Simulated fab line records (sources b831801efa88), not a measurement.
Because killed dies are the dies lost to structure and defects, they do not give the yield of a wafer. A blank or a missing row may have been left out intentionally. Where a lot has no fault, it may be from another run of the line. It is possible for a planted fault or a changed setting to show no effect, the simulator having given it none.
Struck lot and sound lot, side by side | flow sky130 | 18 out of 708 route steps
Sound: the wafers L282.2, L282.3, L282.6. The struck wafers were L289.1, L289.3, L289.6. The cause comes at the end.
Per side, at each step with rows, come the tool, then ch with its chambers, and then its first start. Under that, the readings that differ: sound wafers | struck wafers | difference of the means | sigmas: that difference in standard deviations of wafers without a fault.
alike: same words and numbers on both sides, and readings whose means sit less than 2 such deviations apart. not compared: any withheld reading, any reading some wafer has no value for, any bound like >300 that may hide the same value, and any number with overlapping values for which the record gives no deviation.
The two part at a step that has a row with sigmas, a row that says differs or no value, or rows on one side only. Numbers that have no deviation but don't overlap get no sigmas and don't part them. Lack of a reading on every wafer of one side parts them only where that side has two or more wafers.

first, 5 steps without rows for these wafers: SKY_VIA4_COAT_06 (resist thk 1140 nm); SKY_VIA4_SOFTBAKE_07 (time 60 s); SKY_VIA4_EXPOSE_08 (exposes mask VIM4, target cd 800 nm); SKY_VIA4_PEB_09; SKY_VIA4_DEVELOP_10 (develop time 61.22 s).
SKY_VIA4_OVL_MEAS_11:
  sound on overlay-01, day 44 06:18; struck on overlay-02, day 46 02:00
  alike: VIA4_OVL
SKY_VIA4_ETCH_12: etches SiO2 in C4F8/O2/Ar, stops on TiN, target depth 580 nm.
  sound on rie diel-04 ch 0,2,3, day 44 06:20; struck on rie diel-04 ch 0,2, day 46 02:02
  alike: oes product au
SKY_VIA4_STRIP_13: strips in O2/N2.
  sound on plasma asher-04 ch 0, day 44 06:25; struck on plasma asher-03 ch 0,1, day 46 02:07
  alike: drypump motor current A, oes product au, strip time to endpoint s
  not compared: rf hours counter h
then, 3 steps without rows for these wafers: SKY_VIA4_STRIP_14 (strips in post etch residue remover, time 1200 s); SKY_VIA4_CLEAN_15 (cleans in IPA, time 180 s); SKY_VIA4_CLEAN_16 (cleans in O3/DIW).
SKY_VIA4_SPUTTER_17: material TiN, target thk 20 nm, time 80 s.
  sound on pvd sputter-01, day 44 07:04; struck on pvd sputter-02, day 46 02:44
  alike: chamber pressure pa, throttle valve pct
SKY_VIA4_CVD_18: deposits W, target thk 505 nm, time 152.14 s.
  sound on cvd w-02 ch 0,1, day 44 07:07; struck on cvd w-01 ch 0,1, day 46 02:48
  reading                            | sound             | struck            | difference | sigmas
  model.W_of_VIA4_CVD_18.thk nm (nm) | 497.7 502.1 498.2 | 222.7 223.7 225.9 | -275.2     |
  alike: heater power w
SKY_VIA4_RS_MEAS_19: measures by four-point-probe.
  sound on film metro-03, day 44 07:17; struck on film metro-03, day 46 02:57
  reading            | sound                | struck               | difference | sigmas
  VIA4_W_RS (ohm/sq) | 0.2296 0.2280 0.2291 | 0.5186 0.5160 0.5107 | +0.2862    | +99 or more
SKY_VIA4_THK_MEAS_20: measures by xrf.
  sound on film metro-03, day 44 07:24; struck on film metro-03, day 46 03:04
  reading         | sound       | struck      | difference | sigmas
  VIA4_W_THK (nm) | 504 510 508 | 225 226 227 | -281       | -40
SKY_VIA4_CMP_21: polishes, stops on SiO2, t overpolish 25 s, target thk 0 nm.
  sound on cmp-02 ch 2,3, day 44 07:27; struck on cmp-01 ch 1,2, day 46 03:43
  reading                | sound       | struck   | difference | sigmas
  time to endpoint s (s) | 118 119 116 | 52 51 53 | -66        | -16
  alike: motor current A
SKY_METAL5_SPUTTER_00: material Ti, target thk 15 nm, time 10 s.
  sound on pvd sputter-04, day 44 07:45; struck on pvd sputter-04, day 46 04:01
  alike: chamber pressure pa, throttle valve pct
-- the record jumps here: 3 days lie between the struck wafers' starts before and after (it left off in module METAL5 and takes up again in module PAD_OPEN, whose first step shown is number 708 of the route) --
SKY_PAD_OPEN_PROBE_99:
  sound on prober-02, day 47 03:00; struck on prober-01, day 48 18:43
  alike: defect limited yield, killed_at_M0_to_M3, killed_at_M4_up, killed at contacts, killed at front end, killed at other, killed dies, killed open, killed short, sort_bin_3_pad_short, sort_bin_5_function, sort_bin_6_memory, sort n pass, sort yield pct
  not compared: model.etest.via4 chain.rc ohm

## WHERE THEY PART
Last at SKY_VIA4_CMP_21 as far as this record goes, first at SKY_VIA4_RS_MEAS_19. Later steps at which nothing parts them and some readings are alike: SKY_METAL5_SPUTTER_00, SKY_PAD_OPEN_PROBE_99.

WHY: what the simulator had put in
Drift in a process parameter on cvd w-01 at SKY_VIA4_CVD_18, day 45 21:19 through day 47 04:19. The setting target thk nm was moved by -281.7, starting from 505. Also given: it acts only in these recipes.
